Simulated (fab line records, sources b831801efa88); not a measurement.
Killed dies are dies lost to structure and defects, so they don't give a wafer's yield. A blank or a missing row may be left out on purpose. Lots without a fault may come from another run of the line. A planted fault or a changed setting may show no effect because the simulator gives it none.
A struck lot beside a sound one | flow sky130 | 16 steps out of a route of 708
Sound: wafers L486.1, L486.2, L486.3. Struck: wafers L492.2, L492.3, L492.4. The cause comes at the end.
At each step with rows: each side's tool, then ch and its chambers, then its first start. Under that, the readings that differ: sound wafers | struck wafers | difference of the means | sigmas: that difference in standard deviations of wafers without a fault.
alike: readings whose means differ by less than 2 such deviations, and words and numbers that are the same on both sides. not compared: withheld readings, readings that some wafer has no value for, bounds like >300 that may hide the same value, and numbers for which the record gives no deviation and whose values overlap.
The two part at a step that has a row with sigmas, a row that says differs or no value, or rows on one side only. Numbers that don't overlap but have no deviation are shown without sigmas and don't part them. A reading that every wafer of one side lacks parts them only if that side has two wafers or more.

first, 3 steps without rows for these wafers: SKY_METAL1_EXPOSE_12 (exposes mask MM1, target cd 140 nm); SKY_METAL1_PEB_13; SKY_METAL1_DEVELOP_14 (develop time 60 s).
SKY_METAL1_CD_MEAS_15: target cd 140 nm.
  sound on cd_sem-02, day 33 18:20; struck on cd_sem-01, day 35 14:59
  alike: cd_nm
SKY_METAL1_OVL_MEAS_16:
  sound on overlay-02, day 33 18:27; struck on overlay-01, day 35 15:06
  alike: METAL1_OVL
SKY_METAL1_DESCUM_17: chemistry O2, time 8 s.
  sound on rie_metal-04 ch 0, day 33 18:29; struck on rie_metal-02 ch 0,1, day 35 15:08
  reading                     | sound       | struck      | difference | sigmas
  drypump_motor_current_A (A) | 5.3 5.3 5.3 | 6.8 5.8 6.7 | +1.1       | +2
  alike: oes_product_au
  not compared: rf_hours_counter_h
SKY_METAL1_ETCH_18: etches BARC in N2/H2, stops on SiO2, time 45.9 s, target depth 60 nm.
  sound on rie_metal-04 ch 0, day 33 18:33; struck on rie_metal-02 ch 0,1, day 35 15:10
  reading                     | sound       | struck      | difference | sigmas
  drypump_motor_current_A (A) | 5.3 5.3 5.3 | 6.8 5.8 6.8 | +1.2       | +2
  alike: oes_product_au, throttle_valve_pct
  not compared: rf_hours_counter_h
SKY_METAL1_METAL_ETCH_19: etches the open film in Cl2/BCl3, stops on SiO2, target depth 360 nm, time 78 s.
  sound on rie_metal-04 ch 0, day 33 18:41; struck on rie_metal-02 ch 0,1, day 35 15:13
  reading                     | sound       | struck      | difference | sigmas
  drypump_motor_current_A (A) | 5.3 5.3 5.3 | 6.7 5.8 6.7 | +1.1       | +2
  alike: oes_product_au, throttle_valve_pct
  not compared: rf_hours_counter_h
SKY_METAL1_STRIP_20: strips in O2/N2.
  sound on plasma_asher-04 ch 0,1, day 33 18:52; struck on plasma_asher-03 ch 0,1, day 35 15:19
  alike: drypump_motor_current_A, o2_flow_sccm, oes_product_au, strip_time_to_endpoint_s
  not compared: rf_hours_counter_h
then, 3 steps without rows for these wafers: SKY_METAL1_STRIP_21 (strips in post etch residue remover, time 1200 s); SKY_METAL1_CLEAN_22 (cleans in IPA, time 180 s); SKY_METAL1_CLEAN_23 (cleans in O3/DIW).
SKY_VIA1_HDPCVD_00: deposits SiO2, target thk 1030 nm, time 171.7 s.
  sound on hdpcvd-01 ch 0,1,2, day 33 19:27; struck on hdpcvd-01 ch 0,1, day 35 15:55
  reading          | sound             | struck            | difference | sigmas
  run_length_s (s) | 199.5 199.2 198.9 | 193.7 192.4 192.4 | -6.4       | -14
  not compared: model.SiO2_of_VIA1_HDPCVD_00.thk_nm
SKY_VIA1_THK_MEAS_01:
  sound on film_metro-03, day 33 19:34; struck on film_metro-04, day 35 16:02
  alike: VIA1_HDPCVD_THK
SKY_VIA1_CMP_02: polishes SiO2.
  sound on cmp-01 ch 0,1,2, day 33 19:37; struck on cmp-01 ch 0,1,3, day 35 16:16
  alike: motor_current_A, retaining_ring_pressure_frac
-- the record jumps here: 12 days lie between the struck wafers' starts before and after (it left off in module VIA1 and takes up again in module PAD_OPEN, whose first step shown is number 708 of the route) --
SKY_PAD_OPEN_PROBE_99:
  sound on prober-01, day 46 17:43; struck on prober-01, day 47 23:12
  alike: defect_limited_yield, killed_at_M0_to_M3, killed_at_M4_up, killed_at_contacts, killed_at_front_end, killed_at_other, killed_dies, killed_open, killed_short, sort_bin_3_pad_short, sort_bin_5_function, sort_bin_6_memory, sort_n_pass, sort_yield_pct

WHERE THEY PART
First at SKY_METAL1_DESCUM_17; last, within this record, at SKY_VIA1_HDPCVD_00. Later steps at which nothing parts them and some readings are alike: SKY_VIA1_THK_MEAS_01, SKY_VIA1_CMP_02, SKY_PAD_OPEN_PROBE_99.

WHY: what the simulator had put in
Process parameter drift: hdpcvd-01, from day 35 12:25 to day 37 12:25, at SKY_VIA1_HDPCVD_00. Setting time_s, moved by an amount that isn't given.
